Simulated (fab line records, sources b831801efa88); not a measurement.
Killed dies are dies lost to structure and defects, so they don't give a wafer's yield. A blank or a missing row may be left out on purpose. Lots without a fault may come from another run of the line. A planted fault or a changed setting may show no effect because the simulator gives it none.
fab line records | flow sky130
record lots=5 wafers=15 last_day=50
route steps=708 shown METAL4@631 VIA4@639 PAD_OPEN@708
lots that met no fault: from a run of the same line without faults
start_h: hours from the record's first day to the start of the lot's first wafer shown | wait_h: hours since the lot's step before | " the same as in the row above | L1.1+2: a row that stands for several wafers | - no value, or no start given | * or withheld: withheld | < > ~ a bound
route shown NAME@n: a module of which the file shows steps, and the number in the route of the first | usual: mean/standard deviation of fault-free wafers | same: alike in all rows | chamber/n: place in a boat | sites: the reading at each site | _std_site: their standard deviation | _edge_site: outer sites' mean less inner sites' | radius_mm: how far each site lies from the wafer's centre | mask NAME#n: copy n | behind: the tool/chamber that last shaped the wafer | hold: why the lot was held/for how many hours/how that ended | device: the transistor (n, p or np) that didn't switch | end of line: the same wafers' tests at the end of the route | a step without rows: its recipe alone | killed: dies lost to structure and defects at the first sort, not the wafer's yield | map: a wafer's dies, x killed, . not, _ none there
set.NAME: the setting as run; set.NAME@STEP: as run at that earlier step | model.NAME: the simulator's own value behind a step, which no gauge read
lots at some steps of the route; a table a step, a row a wafer
services: from which hour (start_h, from the record's first day; less than 0 if before it) a tool's chamber was out of use, for how many hours, and why
## steps
# step SKY_METAL4_DESCUM_15
# recipe chemistry=O2 source_power_w=150 bias_power_w=0 pressure_mtorr=10 temp_c=40 time_s=8
# step SKY_METAL4_ETCH_16
# recipe chemistry=N2/H2 target=BARC ion_energy_ev=200 bias_w=100 pressure_mtorr=30 n2_flow_sccm=100 h2_flow_sccm=200 icp_w=500 stop_on=SiO2 time_s=88.2 target_depth_a=600
# step SKY_METAL4_ETCH_17
# recipe target=SiO2 stop_on=TiN chemistry=C4F8/O2/Ar source_w=1500 bias_w=1200 pressure_mtorr=40 c4f8_flow_sccm=withheld O2_flow_sccm=6 Ar_flow_sccm=300 time_s=3.9 target_depth_a=150
# step SKY_METAL4_METAL_ETCH_18
# recipe target_depth_a=8450 stop_on=SiO2 over_etch_frac=0.3 time_s=183.1 chemistry=Cl2/BCl3 resist_sidewall_deg=88 pressure_mtorr=10 icp_w=900 bias_w=47.06 Cl2_flow_sccm=60 bcl3_flow_sccm=30
# step SKY_METAL4_STRIP_19
# recipe chemistry=O2/N2 power_w=1400 pressure_mtorr=1500 platen_temp_c=withheld o2_flow_sccm=3000 n2_flow_sccm=300 overash_fraction=0.5
# step SKY_METAL4_STRIP_20
# recipe chemistry=post_etch_residue_remover time_s=1200 temp_c=72.5
# step SKY_METAL4_CLEAN_21
# recipe chemistry=IPA time_s=180 temp_c=25
# step SKY_METAL4_CLEAN_22
# recipe chemistry=O3/DIW dry=n2_spin
# step SKY_VIA4_HDPCVD_00
# recipe material=SiO2 target_thk_nm=1750 sigma_open_frac=0.3 time_s=291.7 temp_c=400 sih4_flow_sccm=60 pressure_mtorr=6
# step SKY_VIA4_CMP_02
# recipe material=SiO2 down_force_psi=4 platen_rpm=60 pad_velocity_m_s=0.94248
# usual edge_zone_pressure_frac=1.000/0.0049 head_pressure_psi=3.999/0.0083 motor_current_A=12.2/1.5
# columns lot.wafer tool chamber start_h wait_h edge_zone_pressure_frac head_pressure_psi motor_current_A model.SiO2_of_VIA4_HDPCVD_00.thk_nm
L890.1 cmp-02 1 1014.62 0.1 0.995 4.004 12.3 578.7
L890.4 " 2 " " 1.004 3.985 14.2 578.4
L890.5 " 2 " " 1.004 3.993 14.5 576
L901.3 cmp-02 1 1094.14 0.1 - - - 1745
L901.5 " 3 " " - - - 1720
L901.6 " 0 " " - - - 1734
L904.4 cmp-02 3 1100.95 0.2 - - - 1693
L904.2 " 1 " " - - - 1724
L904.6 " 3 " " - - - 1712
L903.1 cmp-02 1 1103.16 0.2 - - - 1760
L903.3 " 3 " " - - - 1740
L903.5 " 2 " " - - - 1770
L908.4 cmp-02 0 1119.63 0.1 1.001 3.993 10.6 580.6
L908.1 " 2 " " 0.997 4.005 13.4 577.8
L908.5 " 0 " " 1.006 3.997 10.4 580.3
# step SKY_VIA4_BOW_MEAS_03
# recipe mode=bow
# usual VIA4_BOW=79/8.6
# columns lot.wafer tool chamber start_h wait_h VIA4_BOW[um]
L890.1 film_metro-03 - 1014.92 0.2 82
L890.4 " - " " 86
L890.5 " - " " 79
L901.3 film_metro-01 - 1094.44 0.2 147
L901.5 " - " " 136
L901.6 " - " " 121
L904.2 film_metro-03 - 1101.27 0.2 128
L904.4 " - " " 126
L904.6 " - " " 127
L903.1 film_metro-03 - 1103.46 0.2 119
L903.3 " - " " 128
L903.5 " - " " 122
L908.1 film_metro-02 - 1119.88 0.1 82
L908.4 " - " " 79
L908.5 " - " " 80
# step SKY_VIA4_DEHYDRATE_04
# recipe temp_c=200 time_s=60
# step SKY_VIA4_HMDS_05
# recipe prime_time_s=60 prime_temp_c=120
# step SKY_VIA4_COAT_06
# recipe resist=NOVOLAK spin_rpm=3000 resist_thk_nm=1140
# step SKY_VIA4_SOFTBAKE_07
# recipe temp_c=90 time_s=60 resist=NOVOLAK
# step SKY_VIA4_EXPOSE_08
# recipe mask_id=VIM4 na=0.6 source_shape=conventional sigma_outer=0.6 polarization=unpolarized target_cd_nm=800 dose_mj=132
# step SKY_VIA4_PEB_09
# recipe temp_c=withheld time_s=* resist=NOVOLAK
# step SKY_VIA4_DEVELOP_10
# recipe resist=NOVOLAK developer=TMAH develop_time_s=60 dev_temp_c=23
# step SKY_VIA4_ETCH_12
# recipe target=SiO2 chemistry=C4F8/O2/Ar stop_on=TiN mask_material=NOVOLAK source_w=1500 bias_w=1200 pressure_mtorr=40 c4f8_flow_sccm=withheld O2_flow_sccm=6 Ar_flow_sccm=300 time_s=withheld target_depth_a=5800
# usual oes_product_au=0.926/0.0054
# columns lot.wafer tool chamber start_h wait_h oes_product_au model.VIA4.feature_depth_nm model.etch.depth_nm
L890.1 rie_diel-04 1 1038.09 0.0 0.926 578.7 578.7
L890.4 " 0 " " 0.918 578.4 578.4
L890.5 " 3 " " 0.928 576 576
L901.3 rie_diel-03 0 1114.89 0.0 1.624 655.7 655.7
L901.5 " 0 " " 1.626 654.7 654.7
L901.6 " 3 " " 1.581 636.6 636.6
L904.2 rie_diel-03 2 1121.39 0.0 1.611 649.8 649.8
L904.4 " 1 " " 1.635 659.7 659.7
L904.6 " 3 " " 1.578 635.2 635.2
L903.1 rie_diel-04 1 1123.41 0.0 1.572 627.8 627.8
L903.3 " 3 " " 1.597 642 642
L903.5 " 2 " " 1.615 656 656
L908.1 rie_diel-03 2 1139.53 0.0 0.912 577.8 577.8
L908.4 " 3 " " 0.928 580.6 580.6
L908.5 " 3 " " 0.934 580.3 580.3
# step SKY_VIA4_STRIP_13
# recipe chemistry=O2/N2 power_w=1400 pressure_mtorr=1500 platen_temp_c=withheld o2_flow_sccm=3000 n2_flow_sccm=300 overash_fraction=0.5
# step SKY_VIA4_STRIP_14
# recipe chemistry=post_etch_residue_remover time_s=1200 temp_c=72.5
# step SKY_VIA4_CLEAN_15
# recipe chemistry=IPA time_s=180 temp_c=25
# step SKY_VIA4_CLEAN_16
# recipe chemistry=O3/DIW dry=n2_spin
# step SKY_VIA4_SPUTTER_17
# recipe material=TiN target_thk_nm=20 chamber_pressure_pa=5 power_w=4000 time_s=80
# step SKY_VIA4_CVD_18
# recipe material=W target_thk_nm=505 time_s=152.14 temp_c=403.7 pressure_torr=40
# step SKY_VIA4_CMP_21
# recipe stop_on=SiO2 t_overpolish_s=25 down_force_psi=3.5 platen_rpm=60 target_thk_nm=0 pad_velocity_m_s=0.94248
# usual edge_zone_pressure_frac=1.000/0.0054 head_pressure_psi=3.500/0.008 motor_current_A=11.6/1.3
# columns lot.wafer tool chamber start_h wait_h edge_zone_pressure_frac head_pressure_psi motor_current_A model.SiO2_of_VIA4_HDPCVD_00.thk_nm
L890.4 cmp-01 2 1039.25 0.1 0.998 3.500 11.5 573
L890.1 " 3 " " 1.012 3.503 10.9 573.3
L890.5 " 0 " " 1.010 3.509 11.7 570.5
L901.3 cmp-01 2 1116.00 0.1 1.007 3.510 11.0 1739
L901.5 " 1 " " 0.998 3.512 12.9 1715
L901.6 " 2 " " 0.999 3.511 11.3 1729
L904.4 cmp-02 2 1122.50 0.1 0.992 3.488 12.3 1688
L904.2 " 0 " " 1.001 3.504 9.8 1719
L904.6 " 1 " " 1.002 3.505 11.6 1706
L903.1 cmp-01 2 1124.66 0.2 0.995 3.517 11.0 1755
L903.3 " 3 " " 1.000 3.491 11.7 1735
L903.5 " 2 " " 1.003 3.512 11.6 1765
L908.4 cmp-01 3 1140.68 0.0 1.004 3.495 11.9 575.1
L908.1 " 0 " " 0.996 3.511 11.6 572.4
L908.5 " 0 " " 1.001 3.508 11.4 574.8
# step SKY_PAD_OPEN_PROBE_99
# usual defect_limited_yield=82.4/1.9 killed_at_M0_to_M3=45/7.5 killed_at_M4_up=2.8/1.9 killed_at_contacts=25/5.5 killed_at_front_end=14/4 killed_at_other=0.3/0.75 killed_dies=87/9.4 killed_on_rim=17/3.8 killed_open=47/6.6 killed_short=39/6.6 sort_bin_3_pad_short=0.9/0.39 sort_bin_5_function=10.4/1.5 sort_bin_6_memory=6.3/1.2 sort_n_pass=405/9.4 sort_yield_pct=82.4/1.9
# same gross_dies=492 killed_at_back_side=0 sort_bin_4_leakage[%]=0 sort_bin_8_speed[%]=0
# columns lot.wafer tool chamber start_h wait_h defect_limited_yield[%] killed_at_M0_to_M3 killed_at_M4_up killed_at_contacts killed_at_front_end killed_at_other killed_dies killed_on_rim killed_open killed_short sort_bin_3_pad_short[%] sort_bin_5_function[%] sort_bin_6_memory[%] sort_n_pass sort_yield_pct[%]
L901.3 prober-02 - 1175.28 0.2 0 45 416 14 16 1 492 96 44 34 0.8 94.3 4.9 0 0
L901.5 prober-02 - 1175.38 0.2 0 47 402 25 18 0 492 96 48 43 0.6 91.7 7.7 0 0
L901.6 prober-02 - 1175.43 0.2 0 44 415 24 8 1 492 96 35 44 0.8 94.5 4.7 0 0
L904.2 prober-01 - 1181.01 0.1 0 30 421 27 14 0 492 96 45 28 0.8 94.9 4.3 0 0
L904.4 prober-01 - 1181.11 0.2 0 53 409 18 12 0 492 96 37 49 0.6 93.1 6.3 0 0
L904.6 prober-01 - 1181.21 0.2 0 46 405 18 23 0 492 96 37 54 1.4 91.5 7.1 0 0
L903.1 prober-02 - 1181.93 0.1 0 39 413 28 12 0 492 96 48 35 1.0 93.1 5.9 0 0
L903.3 prober-02 - 1182.03 0.2 0 43 409 28 12 0 492 96 54 32 0.4 92.7 6.9 0 0
L903.5 prober-02 - 1182.13 0.2 0 50 408 19 15 0 492 96 50 34 1.4 91.5 7.1 0 0
L908.1 prober-02 - 1196.17 0.1 81.1 46 2 29 16 0 93 17 41 52 1.4 10.0 7.5 399 81.1
L908.4 prober-02 - 1196.32 0.2 82.1 48 0 28 12 0 88 15 57 31 0.8 12.0 5.1 404 82.1
L908.5 prober-02 - 1196.37 0.2 81.5 43 4 31 12 1 91 16 46 45 0.6 10.8 7.1 401 81.5
# killed by level:class
L901.3 VIA4:area_cmp=414 VIA1:geometric_particle:open=11 VIA3:geometric_particle:open=8 METAL2:geometric_particle:short=6 VIA2:geometric_particle:open=6 FIELD_ISO:geometric_particle:open=5 CONTACT:geometric_particle:short=5 FIELD_ISO:geometric_particle:short=4
L901.5 VIA4:area_cmp=401 VIA1:geometric_particle:short=11 VIA1:geometric_particle:open=11 CONTACT:geometric_particle:open=9 LI_CONTACT:geometric_particle:open=7 CONTACT:geometric_particle:short=6 VIA2:geometric_particle:open=6 FIELD_ISO:geometric_particle:open=5
L901.6 VIA4:area_cmp=413 VIA1:geometric_particle:open=9 VIA2:geometric_particle:open=7 LI_CONTACT:geometric_particle:open=6 CONTACT:geometric_particle:open=6 VIA1:geometric_particle:short=5 CONTACT:geometric_particle:short=5 METAL1:geometric_particle:short=5
L904.2 VIA4:area_cmp=419 CONTACT:geometric_particle:open=14 VIA1:geometric_particle:open=7 LI_CONTACT:geometric_particle:open=7 VIA2:geometric_particle:open=6 METAL1:geometric_particle:short=5 CONTACT:geometric_particle:short=4 FIELD_ISO:geometric_particle:short=3
L904.4 VIA4:area_cmp=406 METAL1:geometric_particle:short=11 VIA1:geometric_particle:open=10 VIA1:geometric_particle:short=8 LOCAL_INTERCONNECT:geometric_particle:short=5 METAL2:geometric_particle:short=5 LI_CONTACT:geometric_particle:open=4 CONTACT:geometric_particle:short=4
L904.6 VIA4:area_cmp=401 VIA1:geometric_particle:open=7 METAL1:geometric_particle:short=7 VIA3:geometric_particle:open=7 VIA3:geometric_particle:short=7 POLY_GATE:geometric_particle:short=6 FIELD_ISO:geometric_particle:short=5 LI_CONTACT:geometric_particle:open=5
L903.1 VIA4:area_cmp=409 CONTACT:geometric_particle:open=15 VIA1:geometric_particle:open=13 FIELD_ISO:geometric_particle:open=5 VIA3:geometric_particle:open=5 LOCAL_INTERCONNECT:geometric_particle:short=5 METAL1:geometric_particle:short=5 LI_CONTACT:geometric_particle:open=4
L903.3 VIA4:area_cmp=406 LI_CONTACT:geometric_particle:open=9 CONTACT:geometric_particle:open=9 VIA3:geometric_particle:open=9 VIA1:geometric_particle:open=8 VIA2:geometric_particle:open=8 LOCAL_INTERCONNECT:geometric_particle:short=6 FIELD_ISO:geometric_particle:open=5
L903.5 VIA4:area_cmp=408 VIA1:geometric_particle:open=12 CONTACT:geometric_particle:open=9 LI_CONTACT:geometric_particle:open=7 VIA1:geometric_particle:short=7 METAL1:geometric_particle:short=6 VIA2:geometric_particle:open=6 VIA3:geometric_particle:open=6
L908.1 CONTACT:geometric_particle:open=13 METAL2:geometric_particle:short=9 VIA1:geometric_particle:open=7 VIA2:geometric_particle:short=7 CONTACT:geometric_particle:short=6 POLY_GATE:geometric_particle:short=5 VIA3:geometric_particle:open=5 POLY_GATE:geometric_particle:open=4
L908.4 CONTACT:geometric_particle:open=15 VIA1:geometric_particle:open=11 VIA3:geometric_particle:open=10 METAL1:geometric_particle:short=8 LI_CONTACT:geometric_particle:open=6 VIA2:geometric_particle:open=6 VIA1:geometric_particle:short=4 POLY_GATE:geometric_particle:open=3
L908.5 CONTACT:geometric_particle:open=12 VIA1:geometric_particle:open=8 VIA3:geometric_particle:open=8 LI_CONTACT:geometric_particle:open=7 VIA1:geometric_particle:short=7 LOCAL_INTERCONNECT:geometric_particle:short=5 VIA2:geometric_particle:short=5 POLY_GATE:geometric_particle:short=4
# map L901.3 (x killed, . not)
__________xxxxxxxxxx_________
________xxxxxxxxxxxxxx_______
______xxxxxxxxxxxxxxxxxx_____
_____xxxxxxxxxxxxxxxxxxxx____
____xxxxxxxxxxxxxxxxxxxxxx___
___xxxxxxxxxxxxxxxxxxxxxxxx__
__xxxxxxxxxxxxxxxxxxxxxxxxxx_
_xxxxxxxxxxxxxxxxxxxxxxxxxxxx
_xxxxxxxxxxxxxxxxxxxxxxxxxxxx
_xxxxxxxxxxxxxxxxxxxxxxxxxxxx
_xxxxxxxxxxxxxxxxxxxxxxxxxxxx
_xxxxxxxxxxxxxxxxxxxxxxxxxxxx
_xxxxxxxxxxxxxxxxxxxxxxxxxxxx
_xxxxxxxxxxxxxxxxxxxxxxxxxxxx
_xxxxxxxxxxxxxxxxxxxxxxxxxxxx
__xxxxxxxxxxxxxxxxxxxxxxxxxx_
___xxxxxxxxxxxxxxxxxxxxxxxx__
____xxxxxxxxxxxxxxxxxxxxxx___
_____xxxxxxxxxxxxxxxxxxxx____
______xxxxxxxxxxxxxxxxxx_____
________xxxxxxxxxxxxxx_______
__________xxxxxxxxxx_________
# map L903.1 (x killed, . not)
__________xxxxxxxxxx_________
________xxxxxxxxxxxxxx_______
______xxxxxxxxxxxxxxxxxx_____
_____xxxxxxxxxxxxxxxxxxxx____
____xxxxxxxxxxxxxxxxxxxxxx___
___xxxxxxxxxxxxxxxxxxxxxxxx__
__xxxxxxxxxxxxxxxxxxxxxxxxxx_
_xxxxxxxxxxxxxxxxxxxxxxxxxxxx
_xxxxxxxxxxxxxxxxxxxxxxxxxxxx
_xxxxxxxxxxxxxxxxxxxxxxxxxxxx
_xxxxxxxxxxxxxxxxxxxxxxxxxxxx
_xxxxxxxxxxxxxxxxxxxxxxxxxxxx
_xxxxxxxxxxxxxxxxxxxxxxxxxxxx
_xxxxxxxxxxxxxxxxxxxxxxxxxxxx
_xxxxxxxxxxxxxxxxxxxxxxxxxxxx
__xxxxxxxxxxxxxxxxxxxxxxxxxx_
___xxxxxxxxxxxxxxxxxxxxxxxx__
____xxxxxxxxxxxxxxxxxxxxxx___
_____xxxxxxxxxxxxxxxxxxxx____
______xxxxxxxxxxxxxxxxxx_____
________xxxxxxxxxxxxxx_______
__________xxxxxxxxxx_________
## services
# columns tool chamber start_h hours kind
rie_diel-04 - 1023.91 0.6 repair
rie_diel-03 3 1042.41 5.7 repair
rie_diel-04 - 1045.87 2.8 pm
rie_diel-04 3 1060.60 6.8 repair
rie_diel-04 3 1067.40 - clean
rie_diel-04 3 1067.40 23.8 scheduled_down
rie_diel-04 3 1067.40 23.8 vent_cycle
rie_diel-03 2 1071.25 16.5 repair
cmp-02 - 1084.22 4.0 pm
cmp-02 - 1088.22 - consumable_replace:conditioner
cmp-02 - 1088.22 - consumable_replace:pad
rie_diel-04 1 1107.01 4.8 repair
rie_diel-04 0 1126.12 13.0 repair
cmp-01 - 1137.86 0.3 repair
## key
first_sign step=SKY_VIA4_CMP_02 reading=tool_record direction=missing
effect step=SKY_VIA4_BOW_MEAS_03 reading=VIA4_BOW direction=up sigmas=5.7 usual=79 struck=128
effect step=SKY_VIA4_ETCH_12 reading=oes_product_au direction=up sigmas=99+ usual=0.926 struck=1.604
effect step=SKY_PAD_OPEN_PROBE_99 reading=killed_at_M4_up direction=up sigmas=99+ usual=2.8 struck=410.9
model_effect step=SKY_VIA4_CMP_02 value=SiO2_of_VIA4_HDPCVD_00.thk_nm without=579.1 struck=1733
model_effect step=SKY_VIA4_ETCH_12 value=VIA4.feature_depth_nm without=579.1 struck=646.4
model_effect step=SKY_VIA4_CMP_21 value=SiO2_of_VIA4_HDPCVD_00.thk_nm without=573.6 struck=1728
more_kills_born_at SKY_VIA4_CMP_02@cmp-02=3677
met_at SKY_VIA4_CMP_02
struck_wafers L901.3,L901.5,L901.6,L903.1,L903.3,L903.5,L904.2,L904.4,L904.6
later_rows_left_out L901.3,L901.5,L901.6,L903.1,L903.3,L903.5,L904.2,L904.4,L904.6
onset_between 1014.62 1094.14
fault kind=skipped_step_whole tool=cmp-02 chamber=- onset_h=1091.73 steps=SKY_VIA4_CMP_02 scope=struck_lots_only
# later_rows_left_out: the simulator's readings of these wafers behind a module that went badly wrong aren't trusted and aren't shown, but for the sort
